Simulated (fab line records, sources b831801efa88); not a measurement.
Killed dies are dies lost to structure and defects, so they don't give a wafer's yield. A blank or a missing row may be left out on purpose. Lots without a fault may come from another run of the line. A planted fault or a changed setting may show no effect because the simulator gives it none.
One fault seen from 2 desks | flow sky130 | each desk has only its own numbers; what lay behind them comes last

THE TOOL OWNER'S DESK: litho_track-02
The tool's own readings at SKY_VIA3_COAT_07 (resist thk 450 nm): means of the sampled wafers that have a number, for each lot that ran on this tool. A lot is out of limits, marked OUT, if its mean lies more than 4 standard deviations from the usual mean; the brackets give that distance.
Columns: A = spin_speed_rpm at SKY_VIA3_COAT_07, usual 3000.3 rpm
lot  | first seen here | A
L482 | day 40 18:00    | 3001.3
L481 | day 40 20:00    | 3002.9
L483 | day 41 04:00    | 2999.9
L484 | day 42 00:00    | 2948.2 (-26) OUT
L487 | day 42 14:00    | 2951.6 (-24) OUT
This desk's finding: out of limits on L484, L487; first on L484, day 42 00:00 (spin_speed_rpm at SKY_VIA3_COAT_07). In limits: L482, L481, L483.

THE METROLOGY DESK
What the gauges read, lot by lot, whatever tool the lot ran on: means of the sampled wafers that have a number. A lot is out of limits, marked OUT, if its mean lies more than 4 standard deviations from the usual mean; the brackets give that distance.
Columns: A = VIA3_HDPCVD_THK at SKY_VIA3_THK_MEAS_01, usual 1633 nm
lot  | first seen here | A
L476 | day 38 13:08    | 1642
L479 | day 39 23:29    | 1643
L480 | day 40 00:56    | 1646
L482 | day 40 06:10    | 1642
L481 | day 40 08:25    | 1652
L483 | day 40 15:34    | 1643
L484 | day 41 12:49    | 1620
L486 | day 41 14:56    | 1610
L487 | day 42 02:31    | 1630
L490 | day 42 21:01    | 1629
L497 | day 44 13:10    | 1625
L498 | day 44 18:49    | 1627
This desk's finding: nothing out of limits on any of the 12 lots.

PUT TOGETHER
The tool owner's desk could have raised an alarm at day 42 00:00, on L484, L487.
The metrology desk saw nothing out of limits.
The metrology desk has L484, L487 on record, within its limits.
Of the lots named, all ran SKY_VIA3_COAT_07 on litho_track-02.

WHAT THE SIMULATOR HAD PUT IN
Process parameter drift: litho_track-02, from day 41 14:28 on, at SKY_VIA3_COAT_07. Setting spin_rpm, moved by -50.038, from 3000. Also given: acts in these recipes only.
Lots struck among those shown: L484, L487.
Hours from the fault's start to each desk's first reading out of limits: the tool owner's desk, 10.
